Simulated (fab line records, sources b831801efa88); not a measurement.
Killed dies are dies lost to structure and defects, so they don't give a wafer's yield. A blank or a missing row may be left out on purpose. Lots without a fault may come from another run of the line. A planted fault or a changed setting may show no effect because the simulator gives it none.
A struck lot beside a sound one | flow sky130 | 32 steps out of a route of 708
Sound: wafers L677.1, L677.4, L677.6. Struck: wafer L695.4. (L695.2, L695.3 of the same lot were not struck and are left out.) The cause comes at the end.
At each step with rows: each side's tool, then ch and its chambers, then its first start. Under that, the readings that differ: sound wafers | struck wafers | difference of the means | sigmas: that difference in standard deviations of wafers without a fault.
alike: readings whose means differ by less than 2 such deviations, and words and numbers that are the same on both sides. not compared: withheld readings, readings that some wafer has no value for, bounds like >300 that may hide the same value, and numbers for which the record gives no deviation and whose values overlap.
The two part at a step that has a row with sigmas, a row that says differs or no value, or rows on one side only. Numbers that don't overlap but have no deviation are shown without sigmas and don't part them. A reading that every wafer of one side lacks parts them only if that side has two wafers or more.

first, 4 steps without rows for these wafers: SKY_CONTACT_STRIP_20 (strips in post etch residue remover, time 1200 s); SKY_CONTACT_CLEAN_21 (cleans in IPA, time 180 s); SKY_CONTACT_CLEAN_22 (cleans in O3/DIW); SKY_CONTACT_SPUTTER_23 (material TiN, target thk 20 nm, time 80 s).
SKY_CONTACT_CVD_24: deposits W, target thk 340 nm, time 102.12 s.
  sound on cvd_w-02 ch 0,1, day 32 02:31; struck on cvd_w-02 ch 1, day 37 07:29
  alike: heater_power_outer_w, heater_power_w
SKY_CONTACT_RS_MEAS_25: measures by four-point-probe.
  sound on film_metro-01, day 32 02:37; struck on film_metro-02, day 37 07:37
  alike: CONTACT_W_RS
SKY_CONTACT_THK_MEAS_26: measures by xrf.
  sound on film_metro-01, day 32 02:44; struck on film_metro-02, day 37 07:44
  alike: CONTACT_W_THK
then, 1 step without rows for these wafers: SKY_CONTACT_CMP_27 (polishes, stops on SiO2, t overpolish 15 s, target thk 0 nm).
SKY_METAL1_SPUTTER_00: material Ti, target thk 15 nm, time 10 s.
  sound on pvd_sputter-04, day 32 03:20; struck on pvd_sputter-04, day 37 08:05
  alike: throttle_valve_pct
then, 1 step without rows for these wafers: SKY_METAL1_SPUTTER_01 (material TiN, target thk 20 nm, time 16.7 s).
SKY_METAL1_SPUTTER_02: material AlCu, target thk 250 nm, time 13.3 s.
  sound on pvd_sputter-04, day 32 03:23; struck on pvd_sputter-04, day 37 08:07
  alike: throttle_valve_pct
then, 1 step without rows for these wafers: SKY_METAL1_SPUTTER_03 (material Ti, target thk 5 nm, time 3.3 s).
SKY_METAL1_SPUTTER_04: material TiN, target thk 70 nm, time 58.3 s.
  sound on pvd_sputter-04, day 32 03:25; struck on pvd_sputter-04, day 37 08:10
  reading                                    | sound             | struck | difference | sigmas
  model.TiN_of_METAL1_SPUTTER_04.thk_nm (nm) | 69.09 68.91 69.65 | 85.24  | +16.02     |
  alike: throttle_valve_pct
SKY_METAL1_RS_MEAS_05: measures by four-point-probe.
  sound on film_metro-03, day 32 03:28; struck on film_metro-03, day 37 08:14
  reading                 | sound                | struck | difference | sigmas
  METAL1_ALCU_RS (ohm/sq) | 0.1275 0.1279 0.1284 | 0.1255 | -0.0024    | -2
SKY_METAL1_THK_MEAS_06: measures by xrf.
  sound on film_metro-03, day 32 03:35; struck on film_metro-03, day 37 08:21
  alike: METAL1_ALCU_THK
then, 8 steps without rows for these wafers: SKY_METAL1_DEHYDRATE_07 (time 60 s); SKY_METAL1_HMDS_08 (prime time 60 s); SKY_METAL1_COAT_09 (resist thk 60 nm); SKY_METAL1_COAT_10 (resist thk 450 nm); SKY_METAL1_SOFTBAKE_11 (time 90 s); SKY_METAL1_EXPOSE_12 (exposes mask MM1, target cd 140 nm); SKY_METAL1_PEB_13; SKY_METAL1_DEVELOP_14 (develop time 60 s).
SKY_METAL1_CD_MEAS_15: target cd 140 nm.
  sound on cd_sem-02, day 33 06:14; struck on cd_sem-02, day 38 09:54
  alike: cd_nm
SKY_METAL1_OVL_MEAS_16:
  sound on overlay-02, day 33 06:21; struck on overlay-01, day 38 10:01
  alike: METAL1_OVL
SKY_METAL1_DESCUM_17: chemistry O2, time 8 s.
  sound on rie_metal-03 ch 0,1, day 33 06:23; struck on rie_metal-04 ch 0, day 38 10:02
  reading                     | sound       | struck | difference | sigmas
  drypump_motor_current_A (A) | 6.4 6.4 6.1 | 4.6    | -1.7       | -4
  alike: oes_product_au
  not compared: rf_hours_counter_h
then, 1 step without rows for these wafers: SKY_METAL1_ETCH_18 (etches BARC in N2/H2, stops on SiO2, time 45.9 s, target depth 60 nm).
SKY_METAL1_METAL_ETCH_19: etches the open film in Cl2/BCl3, stops on SiO2, target depth 360 nm, time 78 s.
  sound on rie_metal-03 ch 0,1, day 33 06:29; struck on rie_metal-04 ch 0, day 38 10:08
  reading                     | sound       | struck | difference | sigmas
  drypump_motor_current_A (A) | 6.4 6.4 6.0 | 4.7    | -1.6       | -3
  alike: mfc_cl2_sccm, oes_product_au, throttle_valve_pct
  not compared: rf_hours_counter_h
then, 1 step without rows for these wafers: SKY_METAL1_STRIP_20 (strips in O2/N2).
SKY_METAL1_STRIP_21: strips in post etch residue remover, time 1200 s.
  sound on wet_bench-04 ch 2, day 33 06:40; struck on wet_bench-02 ch 1, day 38 10:19
  reading                                    | sound             | struck | difference | sigmas
  model.TiN_of_METAL1_SPUTTER_04.thk_nm (nm) | 68.67 68.49 69.23 | 84.81  | +16.01     |
  alike: bath_guard_temp_C
then, 1 step without rows for these wafers: SKY_METAL1_CLEAN_22 (cleans in IPA, time 180 s).
-- the record jumps here: 12 days lie between the struck wafers' starts before and after (it left off in module METAL1 and takes up again in module PAD_OPEN, whose first step shown is number 708 of the route) --
SKY_PAD_OPEN_PROBE_99:
  sound on prober-02, day 45 23:26; struck on prober-02, day 49 22:53
  reading                  | sound          | struck | difference | sigmas
  defect_limited_yield (%) | 83.3 82.5 86.0 | 79.5   | -4.4       | -2
  killed_dies              | 82 86 69       | 101    | +22        | +2
  sort_bin_6_memory (%)    | 4.9 6.7 6.1    | 8.5    | +2.6       | +2
  sort_n_pass              | 410 406 423    | 391    | -22        | -2
  sort_yield_pct (%)       | 83.3 82.5 86.0 | 79.5   | -4.4       | -2
  alike: killed_at_M0_to_M3, killed_at_M4_up, killed_at_contacts, killed_at_front_end, killed_at_other, killed_open, killed_short, sort_bin_3_pad_short, sort_bin_5_function

WHERE THEY PART
First at SKY_METAL1_RS_MEAS_05; last, within this record, at SKY_PAD_OPEN_PROBE_99.

WHY: what the simulator had put in
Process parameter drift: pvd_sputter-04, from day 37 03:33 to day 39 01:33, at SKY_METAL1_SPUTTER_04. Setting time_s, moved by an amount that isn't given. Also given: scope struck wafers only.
